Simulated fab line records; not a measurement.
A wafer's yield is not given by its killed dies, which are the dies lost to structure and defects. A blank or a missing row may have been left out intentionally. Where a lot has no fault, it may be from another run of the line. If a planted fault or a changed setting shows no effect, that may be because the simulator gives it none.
fab line records	flow gf180mcu
record lots=24	wafers=72	last-day=34
route steps=602 shown HV_LDD@186 V1@338 V3@447 V4@497 V5@565
lots untouched by any fault: they come from a run of this same line in which no faults occurred
start-h: the number of hours between the record's first day and the start of the first shown wafer of the lot	wait-h: how many hours have passed since the lot's step before this one	" same as the row above	L1.1+2: a row that stands for several wafers	- no value present, or no start provided	* or withheld: withheld	< > ~ a bound
route shown NAME@n: a module of which the file shows steps, and the number in the route of the first	usual: mean/standard deviation of fault-free wafers	same: alike in all rows	chamber/n: place in a boat	sites: per-site readings	_std_site: their standard deviation	_edge_site: inner sites' mean taken away from outer sites' mean	radius-mm: for every site, how far away it sits from the centre of the wafer	mask NAME#n: copy n	behind: the most recent tool/chamber to have shaped the wafer	hold: what put the lot on hold/how long, in hours/how the hold closed	device: names the non-switching transistor (n, p or np)	end of line: the same wafers' tests at the end of the route	a step with no rows: only its recipe	killed: not the wafer's yield, but the dies lost to structure and defects at the first sort	map: per-die view of a wafer (x killed, . not killed, _ where there is no die)
set.NAME: the setting as run; set.NAME@STEP: as run at that earlier step	model.NAME: the simulator's own value behind a step, which no gauge read
one table for each step of the route and one row for each wafer, over a sample of lots
services: when a tool's chamber went out of use (start-h, in hours from the record's first day, below 0 if earlier), for how many hours, and the reason
## steps
# step GF_HV_LDD_STRIP_10
# recipe chemistry=O2/N2	power-w=1400	pressure-mtorr=1500	platen-temp-c=250	o2-flow-sccm=3000	n2-flow-sccm=300	overash-fraction=0.5
# usual drypump-motor-current-A=5.91/0.2	heater-power-w=334/17	o2-flow-sccm=3001/8.2	oes-product-au=0.716/0.0048	strip-time-to-endpoint-s=12.63/0.039
lot.wafer	tool	chamber	start-h	wait-h	drypump-motor-current-A	heater-power-w	o2-flow-sccm	oes-product-au	rf-hours-counter-h	strip-time-to-endpoint-s
L074.2	plasma-asher-03	0	215.91	0.1	5.81	331	3009	0.712	56	12.54
L074.5	"	1	"	"	6.17	330	3019	0.711	-	12.55
L074.6	"	0	"	"	5.74	321	3002	0.706	-	12.52
L075.2	plasma-asher-01	0	221.69	0.1	5.82	331	3017	0.719	11	12.59
L075.3	"	1	"	"	5.99	357	2983	0.710	-	12.61
L075.4	"	0	"	"	5.78	318	3018	0.713	-	12.63
L076.1	plasma-asher-01	1	230.20	0.1	6.01	360	2991	0.713	12	12.65
L076.4	"	1	"	"	6.03	361	2989	0.719	-	12.64
L076.5	"	0	"	"	5.74	323	2981	0.717	-	12.60
L077.2	plasma-asher-03	1	235.19	0.1	6.18	338	2989	0.720	59	12.62
L077.5	"	1	"	"	6.18	333	2994	0.723	-	12.67
L077.6	"	0	"	"	5.83	327	3007	0.721	-	12.64
L078.1	plasma-asher-02	1	242.96	0.1	6.06	312	3012	0.706	46	12.66
L078.3	"	1	"	"	6.03	312	3000	0.713	-	12.62
L078.5	"	0	"	"	5.59	348	3008	0.726	-	12.68
L079.2	plasma-asher-03	1	255.54	0.1	6.16	338	3000	0.716	61	12.65
L079.3	"	0	"	"	5.84	324	2998	0.724	-	12.67
L079.4	"	1	"	"	6.16	333	3013	0.722	-	12.64
L080.2	plasma-asher-03	1	260.24	0.1	6.15	337	2995	0.719	62	12.61
L080.3	"	1	"	"	6.17	342	2994	0.716	-	12.60
L080.4	"	0	"	"	5.79	325	2993	0.717	-	12.59
L081.2	plasma-asher-02	1	269.14	0.1	6.05	314	3002	0.720	48	12.63
L081.4	"	1	"	"	6.09	318	2994	0.716	-	12.64
L081.6	"	0	"	"	5.59	350	3001	0.708	-	12.62
L082.1	plasma-asher-02	0	276.94	0.1	5.61	354	3007	0.722	49	12.69
L082.4	"	0	"	"	5.62	350	3009	0.720	-	12.67
L082.6	"	1	"	"	6.07	318	2981	0.716	-	12.71
L083.1	plasma-asher-01	1	282.06	0.1	6.00	362	3001	0.719	18	12.64
L083.2	"	0	"	"	5.79	317	3007	0.708	18	12.63
L083.6	"	1	"	"	6.02	360	3013	0.719	-	12.62
L084.3	plasma-asher-03	0	296.54	0.1	5.83	327	3007	0.715	-	12.62
L084.4	"	1	"	"	6.14	335	3002	0.710	-	12.64
L084.6	"	1	"	"	6.17	342	3005	0.715	-	12.62
L085.2	plasma-asher-02	0	299.76	0.1	5.60	350	2991	0.722	52	12.54
L085.3	"	1	"	"	6.09	315	3009	0.713	-	12.58
L085.6	"	1	"	"	6.12	316	3006	0.717	-	12.58
L086.2	plasma-asher-02	1	303.15	0.1	6.10	316	2993	0.712	52	12.64
L086.5	"	0	"	"	5.60	348	3005	0.709	-	12.66
L086.6	"	1	"	"	6.08	310	2992	0.716	-	12.68
L087.2	plasma-asher-02	1	310.56	0.1	6.04	309	2988	0.712	53	12.59
L087.5	"	0	"	"	5.61	359	2993	0.715	-	12.62
L087.6	"	1	"	"	6.10	310	3004	0.719	-	12.65
L088.1	plasma-asher-02	1	317.70	0.1	6.06	307	2994	0.709	54	12.65
L088.3	"	0	"	"	5.60	352	2992	0.722	-	12.65
L088.5	"	0	"	"	5.60	349	2984	0.713	-	12.65
L089.2	plasma-asher-01	0	326.30	0.1	5.78	315	3012	0.719	23	12.66
L089.4	"	0	"	"	5.78	323	3019	0.719	-	12.63
L089.6	"	0	"	"	5.77	318	3013	0.713	-	12.63
L090.1	plasma-asher-01	0	332.26	0.1	5.75	318	3007	0.712	24	12.63
L090.4	"	0	"	"	5.77	326	3006	0.715	-	12.64
L090.6	"	0	"	"	5.73	315	3008	0.706	-	12.62
L091.1	plasma-asher-03	1	336.99	0.1	6.19	331	2996	0.715	71	12.60
L091.4	"	0	"	"	5.83	325	3001	0.709	-	12.57
L091.5	"	0	"	"	5.82	320	3005	0.717	-	12.58
L092.2	plasma-asher-03	0	346.89	0.1	5.82	318	2989	0.719	72	12.56
L092.3	"	1	"	"	6.21	337	2997	0.710	-	12.54
L092.4	"	0	"	"	5.83	321	2993	0.714	-	12.53
L093.1	plasma-asher-03	1	357.85	0.1	6.17	338	2998	0.719	73	12.63
L093.2	"	0	"	"	5.84	338	2997	0.717	73	12.60
L093.6	"	0	"	"	5.86	319	3007	0.714	-	12.65
L094.2	plasma-asher-02	1	367.10	0.1	6.10	310	3002	0.715	55	12.64
L094.4	"	0	"	"	5.58	342	3005	0.713	-	12.64
L094.5	"	0	"	"	5.59	343	3005	0.715	-	12.64
L095.4	plasma-asher-01	0	371.73	0.1	5.81	313	3009	0.714	-	12.64
L095.5	"	0	"	"	5.79	321	3001	0.725	-	12.62
L095.6	"	1	"	"	6.07	360	3001	0.716	-	12.60
L096.1	plasma-asher-03	0	381.70	0.1	5.85	316	2998	0.722	76	12.69
L096.3	"	0	"	"	5.84	316	2990	0.712	-	12.68
L096.4	"	1	"	"	6.20	338	2988	0.709	-	12.68
L097.1	plasma-asher-01	1	385.24	0.1	5.97	364	2999	0.722	30	12.63
L097.2	"	0	"	"	5.80	315	3008	0.722	30	12.66
L097.3	"	1	"	"	5.95	363	3003	0.705	-	12.63
# step GF_V1_THK_MEAS_03
# recipe reads=SiO2_of_V1_CVD_02
# usual V1_CVD_02_THK=851/11
lot.wafer	tool	chamber	start-h	wait-h	V1_CVD_02_THK[nm]
L074.2	film-metro-02	-	386.92	0.0	849
L074.5	"	-	"	"	857
L074.6	"	-	"	"	856
L075.2	film-metro-03	-	393.55	0.1	828
L075.3	"	-	"	"	837
L075.4	"	-	"	"	846
L076.1	film-metro-01	-	403.95	0.0	838
L076.4	"	-	"	"	862
L076.5	"	-	"	"	867
L077.2	film-metro-02	-	408.95	0.0	842
L077.5	"	-	"	"	870
L077.6	"	-	"	"	853
L078.1	film-metro-03	-	421.96	0.0	843
L078.3	"	-	"	"	837
L078.5	"	-	"	"	858
L079.2	film-metro-01	-	437.17	0.0	841
L079.3	"	-	"	"	839
L079.4	"	-	"	"	862
L080.2	film-metro-03	-	445.40	0.0	838
L080.3	"	-	"	"	841
L080.4	"	-	"	"	852
L081.2	film-metro-02	-	454.32	0.0	851
L081.4	"	-	"	"	858
L081.6	"	-	"	"	865
L082.1	film-metro-03	-	463.90	0.0	849
L082.4	"	-	"	"	859
L082.6	"	-	"	"	850
L083.1	film-metro-01	-	468.45	0.0	852
L083.2	"	-	"	"	849
L083.6	"	-	"	"	864
L084.3	film-metro-01	-	487.33	0.1	846
L084.4	"	-	"	"	859
L084.6	"	-	"	"	850
L085.2	film-metro-01	-	492.07	0.0	851
L085.3	"	-	"	"	855
L085.6	"	-	"	"	866
L086.2	film-metro-02	-	495.25	0.0	853
L086.5	"	-	"	"	873
L086.6	"	-	"	"	875
L087.2	film-metro-02	-	502.73	0.0	845
L087.5	"	-	"	"	861
L087.6	"	-	"	"	862
L088.1	film-metro-01	-	510.77	0.0	840
L088.3	"	-	"	"	842
L088.5	"	-	"	"	852
L089.2	film-metro-01	-	520.47	0.0	839
L089.4	"	-	"	"	851
L089.6	"	-	"	"	868
L090.1	film-metro-02	-	526.29	0.0	851
L090.4	"	-	"	"	862
L090.6	"	-	"	"	862
L091.1	film-metro-03	-	532.19	0.0	835
L091.4	"	-	"	"	836
L091.5	"	-	"	"	863
L092.2	film-metro-03	-	543.05	0.0	838
L092.3	"	-	"	"	845
L092.4	"	-	"	"	857
L093.1	film-metro-01	-	554.44	0.0	846
L093.2	"	-	"	"	851
L093.6	"	-	"	"	860
L094.2	film-metro-03	-	562.19	0.0	838
L094.4	"	-	"	"	858
L094.5	"	-	"	"	858
L095.4	film-metro-03	-	568.93	0.0	857
L095.5	"	-	"	"	853
L095.6	"	-	"	"	853
L096.1	film-metro-03	-	578.92	0.0	844
L096.3	"	-	"	"	856
L096.4	"	-	"	"	846
L097.1	film-metro-03	-	579.65	0.0	833
L097.2	"	-	"	"	822
L097.3	"	-	"	"	832
# step GF_V1_ETCH_17
# recipe chemistry=C4F8/O2/Ar	mask-material=KrF	target=SiO2	stop-on=TiN	source-w=1500	bias-w=1200	pressure-mtorr=40	c4f8-flow-sccm=withheld	O2_flow_sccm=6	Ar_flow_sccm=300	time-s=withheld	target-depth-a=6300
# usual oes-product-au=0.856/0.0048
lot.wafer	tool	chamber	start-h	wait-h	oes-product-au
L074.2	rie-diel-02	2	-	-	0.840
L074.5	"	2	"	"	0.859
L074.6	"	0	"	"	0.858
L075.2	rie-diel-02	0	-	-	0.852
L075.3	"	2	"	"	0.861
L075.4	"	3	"	"	0.857
L076.1	rie-diel-04	1	-	-	0.856
L076.4	"	3	"	"	0.856
L076.5	"	2	"	"	0.849
L077.2	rie-diel-02	1	-	-	0.857
L077.5	"	0	"	"	0.859
L077.6	"	3	"	"	0.856
L078.1	rie-diel-03	3	-	-	0.858
L078.3	"	0	"	"	0.862
L078.5	"	1	"	"	0.850
L079.2	rie-diel-03	3	-	-	0.853
L079.3	"	1	"	"	0.858
L079.4	"	2	"	"	0.850
L080.2	rie-diel-04	3	-	-	0.863
L080.3	"	0	"	"	0.855
L080.4	"	1	"	"	0.861
L081.2	rie-diel-03	1	-	-	0.849
L081.4	"	1	"	"	0.855
L081.6	"	2	"	"	0.855
L082.1	rie-diel-04	2	-	-	0.850
L082.4	"	1	"	"	0.858
L082.6	"	2	"	"	0.856
L083.1	rie-diel-04	2	-	-	0.858
L083.2	"	3	"	"	0.863
L083.6	"	0	"	"	0.852
L084.3	rie-diel-04	1	-	-	0.852
L084.4	"	0	"	"	0.859
L084.6	"	2	"	"	0.854
L085.2	rie-diel-02	0	-	-	0.850
L085.3	"	1	"	"	0.860
L085.6	"	3	"	"	0.855
L086.2	rie-diel-02	2	-	-	0.862
L086.5	"	3	"	"	0.854
L086.6	"	2	"	"	0.854
L087.2	rie-diel-03	3	-	-	0.850
L087.5	"	0	"	"	0.851
L087.6	"	1	"	"	0.861
L088.1	rie-diel-03	2	-	-	0.851
L088.3	"	0	"	"	0.855
L088.5	"	1	"	"	0.857
L089.2	rie-diel-02	1	-	-	0.848
L089.4	"	0	"	"	0.858
L089.6	"	0	"	"	0.857
L090.1	rie-diel-02	3	-	-	0.847
L090.4	"	1	"	"	0.852
L090.6	"	0	"	"	0.869
L091.1	rie-diel-03	1	-	-	0.855
L091.4	"	2	"	"	0.860
L091.5	"	2	"	"	0.863
L092.2	rie-diel-02	1	-	-	0.859
L092.3	"	0	"	"	0.850
L092.4	"	2	"	"	0.849
L093.1	rie-diel-04	2	-	-	0.854
L093.2	"	1	"	"	0.849
L093.6	"	1	"	"	0.857
L094.2	rie-diel-04	0	-	-	0.858
L094.4	"	1	"	"	0.851
L094.5	"	2	"	"	0.863
L095.4	rie-diel-04	3	-	-	0.856
L095.5	"	1	"	"	0.848
L095.6	"	2	"	"	0.859
L096.1	rie-diel-04	3	-	-	0.855
L096.3	"	0	"	"	0.857
L096.4	"	2	"	"	0.854
L097.1	rie-diel-02	3	-	-	0.860
L097.2	"	2	"	"	0.863
L097.3	"	0	"	"	0.857
# step GF_V3_STRIP_18
# recipe chemistry=O2/N2	power-w=1400	pressure-mtorr=1500	platen-temp-c=250	o2-flow-sccm=3000	n2-flow-sccm=300	overash-fraction=0.5
# usual drypump-motor-current-A=5.84/0.18	heater-power-w=333/16	o2-flow-sccm=3000/9.2	oes-product-au=0.592/0.0045
lot.wafer	tool	chamber	start-h	wait-h	drypump-motor-current-A	heater-power-w	o2-flow-sccm	oes-product-au	rf-hours-counter-h
L074.2	plasma-asher-03	0	512.20	-	5.84	322	3020	0.587	89
L074.5	"	1	"	"	6.16	332	3020	0.592	-
L074.6	"	0	"	"	5.81	325	3014	0.587	-
L075.2	plasma-asher-03	1	519.08	-	6.14	337	2985	0.601	90
L075.3	"	0	"	"	5.87	323	2996	0.592	-
L075.4	"	1	"	"	6.20	343	2981	0.592	-
L076.1	plasma-asher-04	0	528.43	-	5.71	318	3004	0.593	10
L076.4	"	1	"	"	5.61	334	2998	0.592	-
L076.5	"	0	"	"	5.71	315	3004	0.590	-
L077.2	plasma-asher-01	1	533.87	-	5.99	367	3003	0.595	45
L077.5	"	0	"	"	5.83	325	2999	0.594	-
L077.6	"	1	"	"	6.05	360	3013	0.593	-
L078.1	plasma-asher-01	1	547.53	-	6.01	358	3002	0.598	46
L078.3	"	1	"	"	5.99	367	2993	0.586	-
L078.5	"	0	"	"	5.83	326	3003	0.589	-
L079.2	plasma-asher-03	1	561.58	-	6.19	339	2993	0.590	95
L079.3	"	0	"	"	5.85	327	3000	0.592	-
L079.4	"	1	"	"	6.16	341	2998	0.603	-
L080.2	plasma-asher-04	0	569.13	-	5.69	329	3005	0.592	14
L080.3	"	1	"	"	5.58	333	2987	0.583	-
L080.4	"	0	"	"	5.69	321	2994	0.587	-
L081.2	plasma-asher-04	0	577.55	-	5.70	319	2994	0.593	15
L081.4	"	1	"	"	5.59	331	2978	0.592	-
L081.6	"	1	"	"	5.61	333	2991	0.586	-
L082.1	plasma-asher-01	1	586.40	-	6.03	362	2991	0.589	50
L082.4	"	0	"	"	5.79	324	2990	0.590	-
L082.6	"	0	"	"	5.82	313	3003	0.598	-
L083.1	plasma-asher-01	0	588.42	-	5.81	323	3000	0.597	50
L083.2	"	1	"	"	6.02	362	2992	0.596	50
L083.6	"	0	"	"	5.82	318	2998	0.593	-
L084.3	plasma-asher-03	1	607.38	-	6.19	340	3002	0.593	-
L084.4	"	0	"	"	5.84	327	3011	0.594	-
L084.6	"	0	"	"	5.85	320	3004	0.585	-
L085.2	plasma-asher-03	0	609.77	-	5.84	331	2990	0.601	100
L085.3	"	1	"	"	6.17	334	2996	0.593	-
L085.6	"	1	"	"	6.15	336	2992	0.592	-
L086.2	plasma-asher-03	0	613.18	-	5.80	330	3004	0.594	100
L086.5	"	1	"	"	6.19	340	3002	0.588	-
L086.6	"	0	"	"	5.79	329	3003	0.595	-
L087.2	plasma-asher-01	0	618.70	-	5.79	323	3003	0.592	54
L087.5	"	0	"	"	5.79	318	3007	0.598	-
L087.6	"	1	"	"	5.99	357	2996	0.588	-
L088.1	plasma-asher-01	0	626.60	-	5.75	327	3001	0.587	54
L088.3	"	0	"	"	5.77	324	2998	0.595	-
L088.5	"	1	"	"	5.94	359	2995	0.585	-
L089.2	plasma-asher-04	1	636.18	-	5.59	340	3013	0.590	21
L089.4	"	1	"	"	5.56	333	3022	0.600	-
L089.6	"	1	"	"	5.58	335	3022	0.588	-
L090.1	plasma-asher-04	1	638.87	-	5.63	336	2999	0.592	21
L090.4	"	1	"	"	5.62	327	3000	0.594	-
L090.6	"	1	"	"	5.61	330	2985	0.597	-
L091.1	plasma-asher-01	1	644.73	-	5.97	365	2985	0.592	56
L091.4	"	1	"	"	5.97	365	2989	0.598	-
L091.5	"	0	"	"	5.81	316	2998	0.591	-
L092.2	plasma-asher-04	1	655.15	-	5.62	329	2997	0.594	23
L092.3	"	1	"	"	5.60	333	2992	0.591	-
L092.4	"	0	"	"	5.73	321	3003	0.593	-
L093.1	plasma-asher-04	1	664.02	-	5.60	329	2990	0.595	24
L093.2	"	0	"	"	5.71	319	3011	0.589	24
L093.6	"	1	"	"	5.60	331	2992	0.587	-
L094.2	plasma-asher-01	1	670.50	-	6.02	355	3010	0.590	59
L094.4	"	0	"	"	5.76	327	2997	0.589	-
L094.5	"	1	"	"	6.01	356	3018	0.586	-
L095.4	plasma-asher-01	1	679.32	-	5.98	356	2981	0.592	-
L095.5	"	1	"	"	6.01	368	3006	0.594	-
L095.6	"	0	"	"	5.79	314	3005	0.591	-
L096.1	plasma-asher-01	1	685.88	-	6.05	352	2999	0.587	60
L096.3	"	0	"	"	5.78	316	2999	0.595	-
L096.4	"	1	"	"	6.01	362	2998	0.591	-
L097.1	plasma-asher-04	1	686.40	-	5.56	335	2982	0.586	26
L097.2	"	0	"	"	5.70	322	2998	0.595	26
L097.3	"	1	"	"	5.61	343	2992	0.589	-
# step GF_V4_SPUTTER_21
# recipe material=Ti	target-thk-nm=15	chamber-pressure-pa=5	power-w=2500	substrate-temp-c=200	time-s=80.02
# usual throttle-valve-pct=29.6/0.54
lot.wafer	tool	chamber	start-h	wait-h	throttle-valve-pct
L074.2	pvd-sputter-04	-	561.36	0.0	29.6
L074.5	"	-	"	"	29.4
L074.6	"	-	"	"	29.4
L075.2	pvd-sputter-03	-	567.44	0.0	29.2
L075.3	"	-	"	"	29.1
L075.4	"	-	"	"	29.2
L076.1	pvd-sputter-04	-	576.50	0.0	29.5
L076.4	"	-	"	"	29.8
L076.5	"	-	"	"	29.8
L077.2	pvd-sputter-01	-	581.42	0.0	31.7
L077.5	"	-	"	"	29.1
L077.6	"	-	"	"	30.1
L078.1	pvd-sputter-03	-	594.74	0.0	29.9
L078.3	"	-	"	"	29.2
L078.5	"	-	"	"	29.5
L079.2	pvd-sputter-01	-	608.55	0.0	30.3
L079.3	"	-	"	"	30.0
L079.4	"	-	"	"	29.1
L080.2	pvd-sputter-03	-	615.85	0.0	30.2
L080.3	"	-	"	"	29.3
L080.4	"	-	"	"	29.6
L081.2	pvd-sputter-03	-	622.62	0.0	29.0
L081.4	"	-	"	"	30.2
L081.6	"	-	"	"	30.1
L082.1	pvd-sputter-01	-	631.30	0.0	30.2
L082.4	"	-	"	"	31.7
L082.6	"	-	"	"	30.0
L083.1	pvd-sputter-03	-	634.40	0.0	28.8
L083.2	"	-	"	"	29.9
L083.6	"	-	"	"	28.9
L084.3	pvd-sputter-04	-	651.50	0.0	29.4
L084.4	"	-	"	"	29.8
L084.6	"	-	"	"	29.4
L085.2	pvd-sputter-04	-	654.06	0.0	29.2
L085.3	"	-	"	"	29.7
L085.6	"	-	"	"	29.4
L086.2	pvd-sputter-04	-	657.88	0.0	29.9
L086.5	"	-	"	"	30.0
L086.6	"	-	"	"	29.4
L087.2	pvd-sputter-03	-	662.86	0.0	29.3
L087.5	"	-	"	"	28.8
L087.6	"	-	"	"	30.2
L088.1	pvd-sputter-03	-	670.03	0.0	29.3
L088.3	"	-	"	"	29.8
L088.5	"	-	"	"	30.0
L089.2	pvd-sputter-03	-	679.71	0.0	29.4
L089.4	"	-	"	"	30.0
L089.6	"	-	"	"	30.1
L090.1	pvd-sputter-04	-	681.65	0.0	29.3
L090.4	"	-	"	"	29.6
L090.6	"	-	"	"	30.0
L091.1	pvd-sputter-04	-	686.70	0.0	30.0
L091.4	"	-	"	"	29.5
L091.5	"	-	"	"	30.1
L092.2	pvd-sputter-03	-	696.47	0.0	28.9
L092.3	"	-	"	"	29.2
L092.4	"	-	"	"	30.3
L093.1	pvd-sputter-04	-	705.30	0.0	29.3
L093.2	"	-	"	"	29.8
L093.6	"	-	"	"	29.2
L094.2	pvd-sputter-03	-	710.96	0.0	29.1
L094.4	"	-	"	"	29.3
L094.5	"	-	"	"	29.4
L095.4	pvd-sputter-04	-	719.96	0.0	29.3
L095.5	"	-	"	"	29.7
L095.6	"	-	"	"	29.7
L096.1	pvd-sputter-04	-	725.90	0.0	29.7
L096.3	"	-	"	"	29.2
L096.4	"	-	"	"	29.7
L097.1	pvd-sputter-03	-	726.00	0.0	29.2
L097.2	"	-	"	"	29.5
L097.3	"	-	"	"	30.0
# step GF_V5_THK_MEAS_25
# recipe thk-meas-gauge=xrf	reads=W_of_V5_CVD_23
# usual V5_W_THK=355/6.5
lot.wafer	tool	chamber	start-h	wait-h	V5_W_THK[nm]
L074.2	film-metro-01	-	629.09	0.1	357
L074.5	"	-	"	"	363
L074.6	"	-	"	"	358
L075.2	film-metro-01	-	634.31	0.1	355
L075.3	"	-	"	"	351
L075.4	"	-	"	"	352
L076.1	film-metro-02	-	642.10	0.1	352
L076.4	"	-	"	"	356
L076.5	"	-	"	"	358
L077.2	film-metro-03	-	647.49	0.1	349
L077.5	"	-	"	"	344
L077.6	"	-	"	"	349
L078.1	film-metro-03	-	659.54	0.1	350
L078.3	"	-	"	"	341
L078.5	"	-	"	"	346
L079.2	film-metro-03	-	671.68	0.1	355
L079.3	"	-	"	"	347
L079.4	"	-	"	"	348
L080.2	film-metro-01	-	679.33	0.1	354
L080.3	"	-	"	"	349
L080.4	"	-	"	"	353
L081.2	film-metro-01	-	685.37	0.1	357
L081.4	"	-	"	"	355
L081.6	"	-	"	"	358
L082.1	film-metro-01	-	693.84	0.1	363
L082.4	"	-	"	"	361
L082.6	"	-	"	"	363
L083.1	film-metro-02	-	696.33	0.1	355
L083.2	"	-	"	"	353
L083.6	"	-	"	"	357
L084.3	film-metro-01	-	712.46	0.1	361
L084.4	"	-	"	"	371
L084.6	"	-	"	"	362
L085.2	film-metro-01	-	714.22	0.1	363
L085.3	"	-	"	"	362
L085.6	"	-	"	"	362
L086.2	film-metro-01	-	718.19	0.1	363
L086.5	"	-	"	"	361
L086.6	"	-	"	"	364
L087.2	film-metro-03	-	723.56	0.1	352
L087.5	"	-	"	"	350
L087.6	"	-	"	"	350
L088.1	film-metro-03	-	727.34	0.1	348
L088.3	"	-	"	"	346
L088.5	"	-	"	"	346
L089.2	film-metro-02	-	739.49	0.1	346
L089.4	"	-	"	"	343
L089.6	"	-	"	"	345
L090.1	film-metro-03	-	739.70	0.1	356
L090.4	"	-	"	"	354
L090.6	"	-	"	"	359
L091.1	film-metro-03	-	744.03	0.1	354
L091.4	"	-	"	"	349
L091.5	"	-	"	"	356
L092.2	film-metro-02	-	753.09	0.1	355
L092.3	"	-	"	"	352
L092.4	"	-	"	"	345
L093.1	film-metro-02	-	761.73	0.1	358
L093.2	"	-	"	"	362
L093.6	"	-	"	"	356
L094.2	film-metro-01	-	764.70	0.1	358
L094.4	"	-	"	"	369
L094.5	"	-	"	"	360
L095.4	film-metro-02	-	774.28	0.1	352
L095.5	"	-	"	"	348
L095.6	"	-	"	"	345
L097.1	film-metro-01	-	779.39	0.1	364
L097.2	"	-	"	"	363
L097.3	"	-	"	"	360
L096.1	film-metro-01	-	779.65	0.1	348
L096.3	"	-	"	"	351
L096.4	"	-	"	"	352
## services
tool	chamber	start-h	hours	kind
rie-diel-02	0	226.19	2.4	repair
pvd-sputter-03	-	237.61	1.9	repair
rie-diel-02	-	245.53	7.4	repair
rie-diel-04	2	254.44	8.0	repair
rie-diel-04	3	281.26	5.8	repair
plasma-asher-03	-	293.37	0.3	repair
plasma-asher-01	-	303.92	0.5	repair
pvd-sputter-03	-	311.63	3.0	repair
plasma-asher-01	-	340.65	0.5	repair
plasma-asher-03	-	355.53	1.5	repair
pvd-sputter-04	-	385.60	0.6	repair
pvd-sputter-04	-	401.00	3.5	repair
pvd-sputter-03	-	414.80	15.3	repair
pvd-sputter-03	-	417.07	2.0	repair
plasma-asher-03	-	430.27	4.6	repair
pvd-sputter-03	-	451.74	9.8	repair
plasma-asher-01	-	452.13	11.7	repair
pvd-sputter-04	-	571.17	1.8	repair
pvd-sputter-03	-	622.97	2.4	repair
pvd-sputter-04	-	627.72	9.0	repair
plasma-asher-01	-	674.03	2.6	repair
plasma-asher-01	-	708.36	1.1	repair
pvd-sputter-04	-	715.67	1.9	repair
plasma-asher-03	-	717.22	3.5	repair
## key
fault none
